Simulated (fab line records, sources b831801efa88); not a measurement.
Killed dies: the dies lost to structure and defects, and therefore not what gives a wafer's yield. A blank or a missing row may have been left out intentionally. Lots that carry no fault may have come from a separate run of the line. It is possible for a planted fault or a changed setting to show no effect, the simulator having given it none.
Chamber matching ; flow gf180mcu ; GF_V3_CVD_02 on pecvd-03 has 3 sister chambers
The step deposits SiO2 from TEOS, target thk 850 nm, time 94.851 s. 24 wafers are shown with their chamber, then 12 later ones without.

== WAFERS WITH THEIR CHAMBER ==
wafer;chamber;heaterPowerW (W)
L074.2;0;619
L074.4;1;647
L074.6;2;551
L075.2;2;596
L075.3;1;621
L075.5;2;641
L077.1;0;561
L077.5;2;664
L077.6;1;617
L079.1;2;654
L079.2;0;588
L079.3;1;533
L079.4;2;681
L079.5;0;614
L079.6;1;612
L081.1;2;604
L081.2;1;602
L081.5;2;639
L085.1;1;666
L085.2;0;541
L085.3;2;582
L085.4;0;577
L085.5;2;634
L085.6;1;531

SIGNATURES, as means of the wafers listed above
reading;chamber 0;chamber 1;chamber 2;scatter within a chamber
heaterPowerW;583.33;603.62;624.60;41.3
Rule: distance of a wafer from a chamber = root of the sum over the readings of ((wafer's reading minus chamber's mean) / reading's scatter) squared. If the next closest chamber is less than 2 further off than the closest, the wafer can't be placed; otherwise it belongs to the closest. How the scatter is found: for the shown wafers, subtract from each reading the mean of its chamber, square and add these, divide the total by (wafers less chambers), then take the root.

== WAFERS WHOSE CHAMBER IS MISSING ==
wafer;heaterPowerW (W)
L086.2;568
L086.4;595
L086.5;597
L088.1;615
L088.2;661
L088.4;657
L093.1;635
L093.2;612
L093.6;564
L096.3;650
L096.4;541
L096.5;490

== THE CHAMBER EACH PASSED THROUGH ==
wafer;from the rows above;in truth
L086.2;can't be placed: 0 or 1 or 2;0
L086.4;can't be placed: 1 or 0 or 2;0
L086.5;can't be placed: 1 or 0 or 2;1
L088.1;can't be placed: 2 or 1 or 0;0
L088.2;can't be placed: 2 or 1 or 0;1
L088.4;can't be placed: 2 or 1 or 0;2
L093.1;can't be placed: 2 or 1 or 0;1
L093.2;can't be placed: 1 or 2 or 0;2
L093.6;can't be placed: 0 or 1 or 2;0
L096.3;can't be placed: 2 or 1 or 0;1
L096.4;can't be placed: 0 or 1 or 2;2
L096.5;can't be placed: 0 or 1 or 2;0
Correct placement for 0 of the 12. Not placeable from these rows: 12 (in 12, the candidates include the true chamber). Number placed wrongly: 0.
